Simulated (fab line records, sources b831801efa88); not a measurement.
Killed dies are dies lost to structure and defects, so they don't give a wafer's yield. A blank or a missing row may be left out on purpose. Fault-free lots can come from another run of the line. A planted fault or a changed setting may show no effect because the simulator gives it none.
What tool caused it? || flow sfq line || 14 lots, 42 wafers sampled, at 2 steps of a route of 325

WHAT THE GAUGES READ, wafer by wafer
SFQ_M0_RS_MEAS_904: a four-point-probe measurement. Usual: M0_NB_RS gives 0.888 ohm/sq (standard deviation 0.012).
{"lot": "L545", "measured": "day 7 09:15", "on": "film metro-01", "M0_NB_RS (ohm/sq)": "0.904 0.906 0.896", "flag": ""}
{"lot": "L546", "measured": "day 7 17:37", "on": "film metro-03", "M0_NB_RS (ohm/sq)": "0.894 0.887 0.877", "flag": ""}
{"lot": "L547", "measured": "day 8 02:00", "on": "film metro-02", "M0_NB_RS (ohm/sq)": "0.889 0.894 0.895", "flag": ""}
{"lot": "L548", "measured": "day 8 09:58", "on": "film metro-03", "M0_NB_RS (ohm/sq)": "0.876 0.876 0.875", "flag": ""}
{"lot": "L549", "measured": "day 8 17:12", "on": "film metro-02", "M0_NB_RS (ohm/sq)": "0.889 0.887 0.889", "flag": ""}
{"lot": "L555", "measured": "day 10 05:37", "on": "film metro-01", "M0_NB_RS (ohm/sq)": "0.885 0.890 0.885", "flag": ""}
{"lot": "L557", "measured": "day 10 16:25", "on": "film metro-01", "M0_NB_RS (ohm/sq)": "0.883 0.890 0.881", "flag": ""}
{"lot": "L558", "measured": "day 11 00:48", "on": "film metro-01", "M0_NB_RS (ohm/sq)": "0.719 0.722 0.718", "flag": "OFF"}
{"lot": "L559", "measured": "day 11 05:11", "on": "film metro-03", "M0_NB_RS (ohm/sq)": "0.726 0.728 0.728", "flag": "OFF"}
{"lot": "L560", "measured": "day 11 10:31", "on": "film metro-03", "M0_NB_RS (ohm/sq)": "0.883 0.896 0.898", "flag": ""}
{"lot": "L561", "measured": "day 11 15:55", "on": "film metro-02", "M0_NB_RS (ohm/sq)": "0.883 0.898 0.906", "flag": ""}
{"lot": "L562", "measured": "day 11 18:57", "on": "film metro-02", "M0_NB_RS (ohm/sq)": "0.908 0.891 0.899", "flag": ""}
{"lot": "L566", "measured": "day 12 21:57", "on": "film metro-02", "M0_NB_RS (ohm/sq)": "0.897 0.881 0.893", "flag": ""}
{"lot": "L568", "measured": "day 13 12:56", "on": "film metro-01", "M0_NB_RS (ohm/sq)": "0.915 0.895 0.894", "flag": ""}

WHAT TOOL EACH LOT RAN ON (gives the tool, then ch and the chambers of the sampled wafers, and finally the start)
{"lot": "L545", "SFQ_TRILAYER_M0_DEP_SPUTTER_019": "pvd sputter-05, day 7 09:10"}
{"lot": "L546", "SFQ_TRILAYER_M0_DEP_SPUTTER_019": "pvd sputter-03, day 7 17:31"}
{"lot": "L547", "SFQ_TRILAYER_M0_DEP_SPUTTER_019": "pvd sputter-05, day 8 01:55"}
{"lot": "L548", "SFQ_TRILAYER_M0_DEP_SPUTTER_019": "pvd sputter-04, day 8 09:50"}
{"lot": "L549", "SFQ_TRILAYER_M0_DEP_SPUTTER_019": "pvd sputter-05, day 8 17:03"}
{"lot": "L555", "SFQ_TRILAYER_M0_DEP_SPUTTER_019": "pvd sputter-03, day 10 05:31"}
{"lot": "L557", "SFQ_TRILAYER_M0_DEP_SPUTTER_019": "pvd sputter-04, day 10 16:17"}
{"lot": "L558", "SFQ_TRILAYER_M0_DEP_SPUTTER_019": "pvd sputter-04, day 11 00:41"}
{"lot": "L559", "SFQ_TRILAYER_M0_DEP_SPUTTER_019": "pvd sputter-04, day 11 05:02"}
{"lot": "L560", "SFQ_TRILAYER_M0_DEP_SPUTTER_019": "pvd sputter-05, day 11 10:26"}
{"lot": "L561", "SFQ_TRILAYER_M0_DEP_SPUTTER_019": "pvd sputter-03, day 11 15:50"}
{"lot": "L562", "SFQ_TRILAYER_M0_DEP_SPUTTER_019": "pvd sputter-03, day 11 18:50"}
{"lot": "L566", "SFQ_TRILAYER_M0_DEP_SPUTTER_019": "pvd sputter-05, day 12 21:50"}
{"lot": "L568", "SFQ_TRILAYER_M0_DEP_SPUTTER_019": "pvd sputter-03, day 13 12:50"}
- SFQ_TRILAYER_M0_DEP_SPUTTER_019: material Nb, target thk 200 nm, time 133.3 s.

WHAT THE TOOLS THEMSELVES READ (means of the sampled wafers that have a number; where no wafer has one, the mark that the record gives instead)
SFQ_TRILAYER_M0_DEP_SPUTTER_019. Usual: cathode dc power W 2000.0 W, standard deviation 0.32; throttle valve pct 30.2 %, standard deviation 0.93.
{"lot": "L545", "tool": "pvd sputter-05", "cathode dc power W (W)": 1999.9, "throttle valve pct (%)": 29.8, "flag": ""}
{"lot": "L546", "tool": "pvd sputter-03", "cathode dc power W (W)": 2000.1, "throttle valve pct (%)": 30.9, "flag": ""}
{"lot": "L547", "tool": "pvd sputter-05", "cathode dc power W (W)": 1999.8, "throttle valve pct (%)": 30.1, "flag": ""}
{"lot": "L548", "tool": "pvd sputter-04", "cathode dc power W (W)": 1999.6, "throttle valve pct (%)": 30.9, "flag": ""}
{"lot": "L549", "tool": "pvd sputter-05", "cathode dc power W (W)": 1999.8, "throttle valve pct (%)": 30.5, "flag": ""}
{"lot": "L555", "tool": "pvd sputter-03", "cathode dc power W (W)": 1999.8, "throttle valve pct (%)": 29.5, "flag": ""}
{"lot": "L557", "tool": "pvd sputter-04", "cathode dc power W (W)": 2000.1, "throttle valve pct (%)": 29.2, "flag": ""}
{"lot": "L558", "tool": "pvd sputter-04", "cathode dc power W (W)": 2468.0, "throttle valve pct (%)": 30.7, "flag": "OFF"}
{"lot": "L559", "tool": "pvd sputter-04", "cathode dc power W (W)": 2468.2, "throttle valve pct (%)": 30.8, "flag": "OFF"}
{"lot": "L560", "tool": "pvd sputter-05", "cathode dc power W (W)": 1999.9, "throttle valve pct (%)": 30.1, "flag": ""}
{"lot": "L561", "tool": "pvd sputter-03", "cathode dc power W (W)": 1999.9, "throttle valve pct (%)": 30.3, "flag": ""}
{"lot": "L562", "tool": "pvd sputter-03", "cathode dc power W (W)": 1999.9, "throttle valve pct (%)": 30.3, "flag": ""}
{"lot": "L566", "tool": "pvd sputter-05", "cathode dc power W (W)": 1999.8, "throttle valve pct (%)": 30.3, "flag": ""}
{"lot": "L568", "tool": "pvd sputter-03", "cathode dc power W (W)": 2000.1, "throttle valve pct (%)": 30.3, "flag": ""}

THE ANSWER, worked out from the rows above alone
Rule: a lot counts as off when the mean over its wafers that have a number is more than 3 standard deviations away from the usual mean. Also off: a lot with no number at a reading for which 4 or more lots have one. The other lots that the step has rows for count as sound. Order of review: gauges by route order, followed by the tools' own readings, for which a lot's mean as printed above is used. The first step at which some lot is off is used, and at that step the reading that is off furthest; a lot without a number counts as furthest.
Off: L558, L559, at SFQ_M0_RS_MEAS_904 (M0_NB_RS).
A tool fits if, at a process step before that reading, it ran every lot that is off, and no sound lot after the first of them. The gauges at SFQ_M0_RS_MEAS_904 aren't tried: what is off there is off at SFQ_TRILAYER_M0_DEP_SPUTTER_019 too, on other tools, and a gauge's error can't cause that. One fits: pvd sputter-04 at SFQ_TRILAYER_M0_DEP_SPUTTER_019. A fault onset in the window from L557 (day 10 16:17, its last sound lot) to L558 (day 11 00:41, its first lot off) fits.
The tool's own readings at SFQ_TRILAYER_M0_DEP_SPUTTER_019 bear it out: on the lots that are off they differ by more than 5 times the standard deviation of the sound lots' means. cathode dc power W reads 2468.1 W there against 1999.9 W on the sound lots.

WHAT HAD BEEN PUT IN BY THE SIMULATOR
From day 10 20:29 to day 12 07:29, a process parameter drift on pvd sputter-04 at SFQ_TRILAYER_M0_DEP_SPUTTER_019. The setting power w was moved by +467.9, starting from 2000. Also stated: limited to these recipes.
Lots struck among those shown: L558, L559. The rule above found the same.
